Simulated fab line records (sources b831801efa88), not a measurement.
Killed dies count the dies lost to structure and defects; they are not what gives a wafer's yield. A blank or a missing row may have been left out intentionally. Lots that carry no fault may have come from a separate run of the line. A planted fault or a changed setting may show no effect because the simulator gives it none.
2 desks, one fault | flow sky130 | every desk sees just its own numbers, and what lay behind them comes last

## THE METROLOGY DESK
What the gauges read, lot by lot, whatever tool the lot ran on: means of the sampled wafers that have a number. A lot is out of limits, marked OUT, if its mean lies more than 4 standard deviations from the usual mean; the brackets give that distance. 7 of its 9 readings are shown, namely those furthest out on some lot.
Columns: A = NWELL_00_OVL at SKY_NWELL_OVL_MEAS_10, usual -0.4 nm; B = NWELL_TW at SKY_NWELL_TW_MEAS_15, usual 1816; C = NWELL_01_OVL at SKY_NWELL_OVL_MEAS_23, usual -0.6 nm; D = NWELL_RS at SKY_NWELL_RS_MEAS_29, usual 625.1 ohm/sq; E = PWDE_RS at SKY_NWELL_RS_MEAS_31, usual 5279 ohm/sq; F = cdNm at SKY_VT_ADJUST_HVTP_CD_MEAS_07, usual 381.0 nm; G = VT_ADJUST_HVTP_OVL at SKY_VT_ADJUST_HVTP_OVL_MEAS_08, usual 0.3 nm
lot  | first seen here | A    | B    | C    | D     | E    | F     | G
L282 | day 3 19:32     | -0.2 | 1817 | -1.0 | 623.6 | 5286 | 383.9 | -0.7
L286 | day 4 19:32     | 1.5  | 1810 | -1.1 | 626.2 | 5270 | 379.2 | -1.0
L288 | day 5 07:27     | -1.8 | 1813 | -3.0 | 624.9 | 5275 | 379.7 | 0.3
L291 | day 5 20:27     | 0.2  | 1803 | -1.5 | 627.8 | 5242 | 382.4 | -0.5
L299 | day 7 21:17     | -0.2 | 1818 | 1.0  | 623.0 | 5301 | 385.2 | 2.1
Result from this desk: across the 5 lots, nothing is out of limits.

## THE TOOL OWNER'S DESK: implanter-03
The tool's own readings at SKY_NWELL_IMPLANT_13, given as means over the sampled wafers that have a number, one for each lot that went through this tool. A lot is out of limits, marked OUT, if its mean lies more than 4 standard deviations from the usual mean; the brackets give that distance.
Columns: A = doseIonsCm2 at SKY_NWELL_IMPLANT_13, usual 6.999e+11; B = faradayCurrentUA at SKY_NWELL_IMPLANT_13, usual 3.94
lot  | first seen here | A         | B
L286 | day 5 13:08     | 6.996e+11 | 3.99
L299 | day 8 18:10     | 7.003e+11 | 3.96
Result from this desk: across the 2 lots, nothing is out of limits.

## PUT TOGETHER
From the metrology desk's view, nothing was out of limits.
Nothing out of limits was seen by the tool owner's desk.

## WHAT THE SIMULATOR HAD PUT IN
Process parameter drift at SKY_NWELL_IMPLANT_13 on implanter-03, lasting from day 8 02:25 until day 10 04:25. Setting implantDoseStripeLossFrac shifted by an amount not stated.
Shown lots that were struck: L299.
